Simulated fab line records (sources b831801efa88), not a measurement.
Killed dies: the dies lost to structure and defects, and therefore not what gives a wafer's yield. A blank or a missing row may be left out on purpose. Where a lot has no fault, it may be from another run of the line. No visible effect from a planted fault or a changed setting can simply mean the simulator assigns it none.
Which tool was responsible? / flow gf180mcu / 14 lots with 42 wafers sampled at 2 steps, on a route of 602 steps

WHAT EACH GAUGE READ, for each wafer
GF_NSD_CD_MEAS_07: target cd 400 nm. Usual: cd nm reads 400.1 nm (standard deviation 2.6).
lot=L633; measured=day 13 11:31; on=cd sem-02; cd nm (nm)=400.0 397.3 401.4; flag=
lot=L634; measured=day 13 20:35; on=cd sem-01; cd nm (nm)=398.6 398.4 397.7; flag=
lot=L635; measured=day 13 23:02; on=cd sem-01; cd nm (nm)=400.3 404.1 402.4; flag=
lot=L636; measured=day 14 05:55; on=cd sem-02; cd nm (nm)=399.1 399.4 402.3; flag=
lot=L638; measured=day 15 03:20; on=cd sem-02; cd nm (nm)=405.7 406.3 405.8; flag=
lot=L639; measured=day 15 12:02; on=cd sem-02; cd nm (nm)=399.2 399.6 400.9; flag=
lot=L640; measured=day 15 17:56; on=cd sem-01; cd nm (nm)=398.5 400.1 401.8; flag=
lot=L643; measured=day 16 20:40; on=cd sem-02; cd nm (nm)=398.9 399.3 399.8; flag=
lot=L646; measured=day 17 16:58; on=cd sem-01; cd nm (nm)=402.4 403.3 401.4; flag=
lot=L648; measured=day 18 15:19; on=cd sem-01; cd nm (nm)=397.7 394.9 395.3; flag=
lot=L649; measured=day 18 23:43; on=cd sem-01; cd nm (nm)=401.0 402.4 400.3; flag=
lot=L650; measured=day 19 03:50; on=cd sem-01; cd nm (nm)=400.7 402.2 401.0; flag=
lot=L654; measured=day 20 12:02; on=cd sem-02; cd nm (nm)=400.7 403.4 399.1; flag=
lot=L656; measured=day 21 04:00; on=cd sem-01; cd nm (nm)=396.6 395.5 397.6; flag=

GF_PSD_OVL_MEAS_08. Usual: PSD_OVL typically reads 0.1 nm, with standard deviation 1.1.
lot=L633; measured=day 14 08:55; on=overlay-02; PSD_OVL (nm)=-0.1 0.3 -0.8; flag=
lot=L634; measured=day 14 18:12; on=overlay-01; PSD_OVL (nm)=2.3 3.0 3.0; flag=
lot=L635; measured=day 14 20:04; on=overlay-02; PSD_OVL (nm)=-2.2 -1.2 -1.5; flag=
lot=L636; measured=day 15 03:29; on=overlay-02; PSD_OVL (nm)=0.7 1.6 0.6; flag=
lot=L638; measured=day 16 02:02; on=overlay-01; PSD_OVL (nm)=-0.6 -0.4 -0.2; flag=
lot=L639; measured=day 16 10:34; on=overlay-02; PSD_OVL (nm)=-0.2 -0.4 -0.4; flag=
lot=L640; measured=day 16 16:52; on=overlay-02; PSD_OVL (nm)=-0.2 -0.5 -0.4; flag=
lot=L643; measured=day 17 19:43; on=overlay-02; PSD_OVL (nm)=0.7 -0.7 0.7; flag=
lot=L646; measured=day 18 16:41; on=overlay-01; PSD_OVL (nm)=-0.2 1.1 0.1; flag=
lot=L648; measured=day 19 15:07; on=overlay-02; PSD_OVL (nm)=-1.3 -1.8 -1.8; flag=
lot=L649; measured=day 19 23:34; on=overlay-01; PSD_OVL (nm)=-0.5 -2.1 -1.0; flag=
lot=L650; measured=day 20 03:22; on=overlay-02; PSD_OVL (nm)=-0.7 -0.1 0.7; flag=
lot=L654; measured=day 21 12:29; on=overlay-01; PSD_OVL (nm)=-0.4 -0.1 0.6; flag=
lot=L656; measured=day 22 04:01; on=overlay-02; PSD_OVL (nm)=-0.3 0.2 -0.1; flag=

EACH LOT AND THE TOOL THAT RAN IT (in order: tool; ch and the chambers of the sampled wafers; start)
No process step before these readings appears in the record.

AS READ BY THE TOOLS THEMSELVES (means over the sampled wafers that have a number; for cases with no such wafer, the mark the record gives instead)
The record holds no such reading with a usual standard deviation.

THE ANSWER, worked out from the rows above alone
Rule: lot off if the mean of its wafers having a number is beyond 3 standard deviations from the usual mean. Also off: a lot with no number at a reading for which 4 or more lots have one. Where the step has rows for the other lots, those lots are counted as sound. The gauges are gone through in route order, then the tools' own readings, and for those a lot's mean is taken as printed above. At the first step where some lot is off, the reading lying furthest off is the one used; lots without a number count as furthest.
Nothing can be told from this: no lot is off at any reading shown.

WHAT THE SIMULATOR HAD PUT IN
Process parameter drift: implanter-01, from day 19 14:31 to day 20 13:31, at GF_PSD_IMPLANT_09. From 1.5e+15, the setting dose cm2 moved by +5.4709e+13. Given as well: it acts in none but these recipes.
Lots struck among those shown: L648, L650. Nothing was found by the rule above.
